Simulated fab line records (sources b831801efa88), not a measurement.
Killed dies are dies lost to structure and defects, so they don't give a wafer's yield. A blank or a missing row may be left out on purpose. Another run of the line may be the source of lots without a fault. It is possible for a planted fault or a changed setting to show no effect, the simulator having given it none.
Comparing a struck lot with a sound one | flow sfqLine | 13 out of 325 route steps
Sound: the wafers L205.2, L205.3, L205.4. Wafers L222.1, L222.3, L222.4 were the ones struck. The cause is named last.
For every step that has rows: the tool of each side, followed by ch and its chambers, followed by its first start. Under that, the readings that differ: sound wafers | struck wafers | difference of the means | sigmas: that difference in standard deviations of wafers without a fault.
alike: readings with means less than 2 such deviations apart, plus words and numbers identical on both sides. not compared: withheld readings, readings lacking a value on some wafer, bounds such as >300 that could conceal the same value, and numbers that have no deviation in the record and whose values overlap.
The two part at a step that has a row with sigmas, a row that says differs or no value, or rows on one side only. Numbers that have no deviation but don't overlap get no sigmas and don't part them. A reading that every wafer of one side lacks parts them only if that side has two wafers or more.

SFQ_TRILAYER_I6_VIA_ETCH_VIA_ETCH_172: etches SiO2 in CHF3, stops on Nb, target depth 260 nm.
  sound on rieDiel-04 ch 0,1,2, day 78 08:22; struck on rieDiel-04 ch 0,2,3, day 83 07:11
  alike: biasW, drypumpMotorCurrentA, oesProductAu
SFQ_TRILAYER_I6_VIA_STRIP_STRIP_173: strips in O2.
  sound on rieMetal-04 ch 0,1, day 78 08:29; struck on rieMetal-03 ch 0,1, day 83 07:19
  alike: drypumpMotorCurrentA, oesProductAu
  not compared: rfHoursCounterH
then, 2 steps without rows for these wafers: SFQ_TRILAYER_I6_VIA_STRIP_SOLV_CLEAN_174 (cleans in NMP, time 600 s); SFQ_TRILAYER_M7_DEP_PRE_CLEAN_176 (time 22.5 s).
SFQ_TRILAYER_M7_DEP_SPUTTER_175: material Nb, target thk 200 nm, time 127.5 s.
  struck on pvdSputter-05, day 83 08:07; sound on pvdSputter-04, day 78 09:17
  alike: basePressurePa, throttleValvePct
SFQ_M7_RS_MEAS_943: measures by four-point-probe.
  struck on filmMetro-01, day 83 08:12; sound on filmMetro-04, day 78 09:24
  alike: M7_NB_RS
then, 5 steps without rows for these wafers: SFQ_TRILAYER_M7_LITHO_COAT_182 (resist thk 62 nm); SFQ_TRILAYER_M7_LITHO_COAT_177 (resist thk 600 nm); SFQ_TRILAYER_M7_LITHO_SOFTBAKE_181; SFQ_TRILAYER_M7_LITHO_EXPOSE_178 (exposes mask M7, target cd 500 nm); SFQ_TRILAYER_M7_LITHO_PEB_180 (peb time 60 s).
-- the record jumps here: 4 days lie between the struck wafers' starts before and after --
SFQ_TRILAYER_M7_LITHO_DEVELOP_179: time 60 s.
  struck on lithoTrack-03, day 87 12:35; sound on lithoTrack-01 ch 0, day 82 14:36
  no value came back on the struck wafers for chillPlateTempC (C), exhaustPa (Pa); on the sound wafers chillPlateTempC (C) reads 22.92 22.95 22.76
reading                                            | sound             | struck            | difference | sigmas
model.KrF_of_TRILAYER_M7_LITHO_COAT_177.thkNm (nm) | 575.4 576.3 576.3 | 600.4 602.8 600.5 | +25.2      | 
SFQ_M7_OVL_MEAS_945:
  struck on overlay-02, day 87 12:44; sound on overlay-02, day 82 14:44
reading     | sound    | struck | difference                    | sigmas
M7_OVL (nm) | -8 -4 -6 | - - -  | no value on the struck wafers | 

== WHERE THEY PART ==
Last at SFQ_M7_OVL_MEAS_945 as far as this record goes, first at SFQ_TRILAYER_M7_LITHO_DEVELOP_179.

WHY: the cause the simulator had injected
Skipped step whole: lithoTrack-03, from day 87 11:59 on, at SFQ_TRILAYER_M7_LITHO_DEVELOP_179. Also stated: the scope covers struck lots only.
